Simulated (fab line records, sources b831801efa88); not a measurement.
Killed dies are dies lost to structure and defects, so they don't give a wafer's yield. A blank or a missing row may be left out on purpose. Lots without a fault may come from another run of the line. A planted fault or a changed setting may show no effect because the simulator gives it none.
fab line records | flow sky130
record lots=14 wafers=42 last_day=50
route steps=708 shown CONTACT@427 PAD_OPEN@708
lots that met no fault: from a run of the same line without faults
start_h: hours from the record's first day to the start of the lot's first wafer shown | wait_h: hours since the lot's step before | " the same as in the row above | L1.1+2: a row that stands for several wafers | - no value, or no start given | * or withheld: withheld | < > ~ a bound
route shown NAME@n: a module of which the file shows steps, and the number in the route of the first | usual: mean/standard deviation of fault-free wafers | same: alike in all rows | chamber/n: place in a boat | sites: the reading at each site | _std_site: their standard deviation | _edge_site: outer sites' mean less inner sites' | radius_mm: how far each site lies from the wafer's centre | mask NAME#n: copy n | behind: the tool/chamber that last shaped the wafer | hold: why the lot was held/for how many hours/how that ended | device: the transistor (n, p or np) that didn't switch | end of line: the same wafers' tests at the end of the route | a step without rows: its recipe alone | killed: dies lost to structure and defects at the first sort, not the wafer's yield | map: a wafer's dies, x killed, . not, _ none there
set.NAME: the setting as run; set.NAME@STEP: as run at that earlier step | model.NAME: the simulator's own value behind a step, which no gauge read
steps of the route over a sample of lots; a table a step, a row a wafer
services: from which hour (start_h, from the record's first day; less than 0 if before it) a tool's chamber was out of use, for how many hours, and why
## steps
# step SKY_CONTACT_CLEAN_21
# recipe chemistry=IPA time_s=180 temp_c=25
# columns lot.wafer tool chamber start_h wait_h
L517.4+5+6 wet_bench-03 3 719.33 0.0
L518.3+4+5 wet_bench-03 1 728.42 0.0
L519.3+5+6 wet_bench-01 2 741.26 0.0
L520.3+4+6 wet_bench-01 1 747.84 0.0
L521.2+4+6 wet_bench-01 3 757.04 0.0
L522.1+5+6 wet_bench-01 3 762.83 0.0
L523.1+4+6 wet_bench-04 1 777.61 0.0
L525.3+4+6 wet_bench-04 2 795.14 0.0
L526.2+4+6 wet_bench-03 2 827.41 0.0
L527.3+4+5 wet_bench-03 1 829.58 0.0
L528.1+4+5 wet_bench-03 2 833.16 0.0
L533.1+2+4 wet_bench-04 3 862.83 0.0
L538.1+2+4 wet_bench-04 3 899.25 0.0
L540.1+4+6 wet_bench-01 2 902.61 0.0
# step SKY_PAD_OPEN_PROBE_99
# usual killed_at_M0_to_M3=44/7.2 killed_at_M4_up=3.1/1.8 killed_at_contacts=24/4.5 killed_at_front_end=16/4.4 killed_at_other=0.2/0.42 killed_dies=87/8.9 killed_open=48/6.4 killed_short=39/6.2
# same gross_dies=492 killed_at_back_side=0
# columns lot.wafer tool chamber start_h wait_h killed_at_M0_to_M3 killed_at_M4_up killed_at_contacts killed_at_front_end killed_at_other killed_dies killed_open killed_short
L526.2 prober-02 - 1137.79 0.1 47 3 21 22 0 93 51 42
L526.4 prober-02 - 1137.89 0.2 51 2 27 8 0 88 40 48
L526.6 prober-02 - 1137.99 0.2 36 3 32 6 0 77 39 38
L533.1 prober-01 - 1158.70 0.1 41 3 89 12 0 145 45 33
L533.2 prober-01 - 1158.75 0.1 38 1 85 13 0 137 40 31
L533.4 prober-01 - 1158.85 0.2 41 3 96 15 0 155 48 37
L538.1 prober-02 - 1186.54 0.1 26 5 100 13 0 144 40 29
L538.2 prober-02 - 1186.59 0.1 40 3 88 14 0 145 46 33
L538.4 prober-02 - 1186.69 0.2 43 1 88 17 1 150 47 32
# killed by level:class
L526.2 VIA1:geometric_particle:open=18 CONTACT:geometric_particle:open=9 POLY_GATE:geometric_particle:open=7 POLY_GATE:geometric_particle:short=5 LOCAL_INTERCONNECT:geometric_particle:short=5 METAL1:geometric_particle:short=5 VIA3:geometric_particle:open=5 FIELD_ISO:geometric_particle:open=4
L526.4 METAL2:geometric_particle:short=10 CONTACT:geometric_particle:open=9 VIA2:geometric_particle:open=8 METAL1:geometric_particle:short=8 LI_CONTACT:geometric_particle:open=6 CONTACT:geometric_particle:short=6 VIA3:geometric_particle:open=6 VIA1:geometric_particle:open=5
L526.6 CONTACT:geometric_particle:open=11 LI_CONTACT:geometric_particle:open=7 VIA1:geometric_particle:open=7 CONTACT:geometric_particle:short=6 METAL1:geometric_particle:short=6 LOCAL_INTERCONNECT:geometric_particle:short=4 VIA1:geometric_particle:short=4 POLY_GATE:geometric_particle:open=3
L533.1 CONTACT:unspecified=67 VIA1:geometric_particle:open=9 VIA3:geometric_particle:open=9 CONTACT:geometric_particle:open=7 CONTACT:geometric_particle:short=6 VIA2:geometric_particle:open=5 METAL2:geometric_particle:short=5 VIA3:geometric_particle:short=5
L533.2 CONTACT:unspecified=66 VIA1:geometric_particle:open=12 LI_CONTACT:geometric_particle:open=7 VIA2:geometric_particle:open=6 CONTACT:geometric_particle:open=6 POLY_GATE:geometric_particle:short=5 VIA1:geometric_particle:short=4 METAL2:geometric_particle:short=4
L533.4 CONTACT:unspecified=70 LI_CONTACT:geometric_particle:open=9 CONTACT:geometric_particle:open=8 VIA1:geometric_particle:short=8 VIA1:geometric_particle:open=8 METAL2:geometric_particle:short=6 FIELD_ISO:geometric_particle:open=4 POLY_GATE:geometric_particle:open=4
L538.1 CONTACT:unspecified=75 FIELD_ISO:geometric_particle:open=6 LI_CONTACT:geometric_particle:open=6 CONTACT:geometric_particle:open=6 VIA1:geometric_particle:open=5 LI_CONTACT:geometric_particle:short=4 VIA1:geometric_particle:short=4 FIELD_ISO:geometric_particle:short=3
L538.2 CONTACT:unspecified=66 LI_CONTACT:geometric_particle:open=9 VIA1:geometric_particle:open=9 VIA2:geometric_particle:open=7 POLY_GATE:geometric_particle:open=5 CONTACT:geometric_particle:short=5 METAL3:geometric_particle:short=5 VIA3:geometric_particle:open=5
L538.4 CONTACT:unspecified=71 VIA3:geometric_particle:open=11 VIA1:geometric_particle:open=11 CONTACT:geometric_particle:open=6 VIA2:geometric_particle:open=6 VIA1:geometric_particle:short=4 FIELD_ISO:geometric_particle:short=4 LI_CONTACT:geometric_particle:open=4
## services
# columns tool chamber start_h hours kind
wet_bench-01 - 796.40 1.9 pm
## key
first_sign step=SKY_PAD_OPEN_PROBE_99 reading=killed_at_contacts direction=up sigmas=15 usual=24 struck=91
effect step=SKY_PAD_OPEN_PROBE_99 reading=killed_dies direction=up sigmas=6.6 usual=87 struck=146
met_at SKY_CONTACT_CLEAN_21
struck_lots L533,L538
struck_wafers L533.1,L533.2,L533.4,L538.1,L538.2,L538.4
tester_left_out L533,L538
fault kind=chamber_particle_source tool=wet_bench-04 chamber=3 onset_h=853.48 steps=SKY_CONTACT_CLEAN_21 rate_per_visit_cm2=2.1222 end_h=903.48
# tester_left_out: of these lots the tester's yield and bins aren't shown, on N5 and GAA mostly nor the transistor test; their killed dies are dies lost to structure and defects alone, not to doping, threshold or leakage, so they don't give the yield
